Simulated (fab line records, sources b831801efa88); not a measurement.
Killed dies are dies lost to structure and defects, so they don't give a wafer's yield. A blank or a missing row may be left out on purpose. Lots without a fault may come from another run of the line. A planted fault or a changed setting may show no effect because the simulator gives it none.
Which tool did it? | flow sky130 | 12 lots, 36 wafers sampled, at 5 steps of a route of 708

WHAT THE GAUGES READ, wafer by wafer
SKY_VT_ADJUST_LVTN_TW_MEAS_21.
lot  | measured     | on            | VT_ADJUST_LVTN_2_TW
L235 | day 7 21:38  | film_metro-04 | 189.8 190.1 189.6
L236 | day 8 01:42  | film_metro-04 | 191.3 189.4 191.7
L237 | day 8 17:59  | film_metro-01 | 187.0 186.5 186.9
L238 | day 8 21:56  | film_metro-01 | 187.4 187.2 188.0
L243 | day 10 18:29 | film_metro-04 | 189.2 190.2 190.6
L247 | day 11 10:07 | film_metro-02 | 188.0 188.8 189.0
L248 | day 11 15:20 | film_metro-02 | 189.6 190.2 190.2
L251 | day 12 14:46 | film_metro-01 | 187.8 188.2 188.4
L253 | day 13 09:08 | film_metro-02 | 187.5 189.8 189.2
L255 | day 13 20:46 | film_metro-01 | 187.6 188.6 189.2
L256 | day 14 01:32 | film_metro-01 | 187.0 187.3 186.9
L257 | day 14 07:26 | film_metro-04 | 188.0 187.3 188.3

SKY_VT_ADJUST_NCORE_TW_MEAS_11.
lot  | measured     | on            | VT_ADJUST_NCORE_TW
L235 | day 8 19:20  | film_metro-01 | 218.4 216.7 218.8
L236 | day 8 23:27  | film_metro-04 | 221.1 222.3 220.8
L237 | day 9 14:34  | film_metro-03 | 219.2 219.6 219.4
L238 | day 9 18:47  | film_metro-03 | 217.0 219.2 219.9
L243 | day 11 17:59 | film_metro-04 | 219.3 219.9 220.3
L247 | day 12 10:21 | film_metro-04 | 219.9 220.4 220.9
L248 | day 12 16:13 | film_metro-04 | 220.6 220.6 220.7
L251 | day 13 16:08 | film_metro-04 | 221.5 221.2 221.2
L253 | day 14 10:34 | film_metro-03 | 219.5 220.1 220.5
L255 | day 14 22:38 | film_metro-03 | 221.3 221.6 220.5
L256 | day 15 04:02 | film_metro-04 | 220.3 221.5 220.7
L257 | day 15 08:52 | film_metro-03 | 219.9 219.0 219.6

SKY_GATE_OXIDE_TW_MEAS_14.
lot  | measured     | on            | GATE_OXIDE_TW
L235 | day 13 22:33 | film_metro-02 | 225.7 225.9 224.7
L236 | day 14 05:58 | film_metro-03 | 228.2 227.0 226.1
L237 | day 15 03:44 | film_metro-03 | 225.0 224.5 226.0
L238 | day 15 12:05 | film_metro-03 | 225.4 224.4 224.7
L243 | day 17 20:54 | film_metro-04 | 238.5 237.9 238.7
L247 | day 18 10:01 | film_metro-03 | 235.3 232.5 234.9
L248 | day 18 16:44 | film_metro-02 | 222.9 224.5 223.7
L251 | day 19 20:33 | film_metro-03 | 224.6 224.5 224.6
L253 | day 20 19:40 | film_metro-02 | 225.7 224.7 225.8
L255 | day 21 10:21 | film_metro-02 | 225.6 225.1 224.0
L256 | day 21 20:07 | film_metro-04 | 229.8 228.5 228.4
L257 | day 21 21:40 | film_metro-03 | 224.4 225.5 225.6

WHICH TOOL RAN EACH LOT (tool, then ch and the chambers of the sampled wafers, then the start)
lot  | SKY_VT_ADJUST_LVTN_STRIP_20          | SKY_GATE_OXIDE_IMPLANT_11
L235 | plasma_asher-01 ch 0,1, day 7 21:32  | implanter-01 ch 0, day 13 22:12
L236 | plasma_asher-04 ch 0,1, day 8 01:36  | implanter-01 ch 0, day 14 05:37
L237 | plasma_asher-04 ch 0,1, day 8 17:54  | implanter-03 ch 0, day 15 03:25
L238 | plasma_asher-01 ch 0, day 8 21:50    | implanter-04 ch 0, day 15 11:44
L243 | plasma_asher-01 ch 0,1, day 10 18:23 | implanter-01 ch 0, day 17 20:32
L247 | plasma_asher-03 ch 1, day 11 10:01   | implanter-01 ch 0, day 18 09:34
L248 | plasma_asher-04 ch 0,1, day 11 15:15 | implanter-04 ch 0, day 18 16:25
L251 | plasma_asher-04 ch 0,1, day 12 14:40 | implanter-04 ch 0, day 19 20:11
L253 | plasma_asher-04 ch 0,1, day 13 09:01 | implanter-01 ch 0, day 20 19:19
L255 | plasma_asher-04 ch 0,1, day 13 20:40 | implanter-04 ch 0, day 21 09:59
L256 | plasma_asher-03 ch 0,1, day 14 01:26 | implanter-01 ch 0, day 21 19:47
L257 | plasma_asher-01 ch 0,1, day 14 07:19 | implanter-03 ch 0, day 21 21:20
- SKY_VT_ADJUST_LVTN_STRIP_20: strips in O2/N2.
- SKY_GATE_OXIDE_IMPLANT_11

WHAT THE TOOLS THEMSELVES READ (means of the sampled wafers that have a number; where no wafer has one, the mark that the record gives instead)
SKY_VT_ADJUST_LVTN_STRIP_20.
lot  | tool            | drypump_motor_current_A (A) | oes_product_au (a.u.) | strip_time_to_endpoint_s (s)
L235 | plasma_asher-01 | 5.5                         | 0.717                 | 14.15
L236 | plasma_asher-04 | 5.3                         | 0.714                 | 14.22
L237 | plasma_asher-04 | 5.3                         | 0.718                 | 14.18
L238 | plasma_asher-01 | 5.2                         | 0.717                 | 14.16
L243 | plasma_asher-01 | 5.9                         | 0.719                 | 14.19
L247 | plasma_asher-03 | 5.8                         | 0.719                 | 14.15
L248 | plasma_asher-04 | 5.3                         | 0.716                 | 14.23
L251 | plasma_asher-04 | 5.7                         | 0.715                 | 14.16
L253 | plasma_asher-04 | 5.3                         | 0.718                 | 14.19
L255 | plasma_asher-04 | 5.3                         | 0.712                 | 14.22
L256 | plasma_asher-03 | 5.5                         | 0.715                 | 14.17
L257 | plasma_asher-01 | 5.6                         | 0.715                 | 14.15

SKY_GATE_OXIDE_IMPLANT_11.
lot  | tool         | dose_ions_cm2 | faraday_current_uA
L235 | implanter-01 | 2.5978e+12    | 14.46
L236 | implanter-01 | 2.5967e+12    | 14.80
L237 | implanter-03 | 2.5976e+12    | 14.73
L238 | implanter-04 | 2.6008e+12    | 14.52
L243 | implanter-01 | 2.9856e+12    | 16.81
L247 | implanter-01 | 2.9827e+12    | 17.21
L248 | implanter-04 | 2.5984e+12    | 14.95
L251 | implanter-04 | 2.5965e+12    | 14.57
L253 | implanter-01 | 2.5983e+12    | 14.47
L255 | implanter-04 | 2.5964e+12    | 14.69
L256 | implanter-01 | 2.5978e+12    | 14.61
L257 | implanter-03 | 2.6008e+12    | 14.88

THE ANSWER, worked out from the rows above alone
Rule: what is usual is taken from the lots themselves. Put in order of their means at a reading, lots are off if they are a third of the lots or fewer, leave a main group of 4 or more, and stand apart from it by a gap of 3 or more times the standard deviation of the main group's means; of several such gaps the widest counts. A main group whose means are all the same, to the digits that the tables above print for the reading, isn't used. A lot without any number at a reading at which 4 lots or more have one is off too. The other lots that the step has rows for count as sound. The gauges are gone through in route order, then the tools' own readings, and for those a lot's mean is taken as printed above. The first step at which some lot is off is used, and at that step the reading that is off furthest; a lot without a number counts as furthest.
Off: L243, L247, at SKY_GATE_OXIDE_TW_MEAS_14 (GATE_OXIDE_TW). The main group: mean 225.5, standard deviation 1.4.
A tool fits if, at a process step before that reading, it ran every lot that is off, and no sound lot after the first of them. The gauges at SKY_GATE_OXIDE_TW_MEAS_14 aren't tried: what is off there is off at SKY_GATE_OXIDE_IMPLANT_11 too, on other tools, and a gauge's error can't cause that. None of those tried fits.

WHAT THE SIMULATOR HAD PUT IN
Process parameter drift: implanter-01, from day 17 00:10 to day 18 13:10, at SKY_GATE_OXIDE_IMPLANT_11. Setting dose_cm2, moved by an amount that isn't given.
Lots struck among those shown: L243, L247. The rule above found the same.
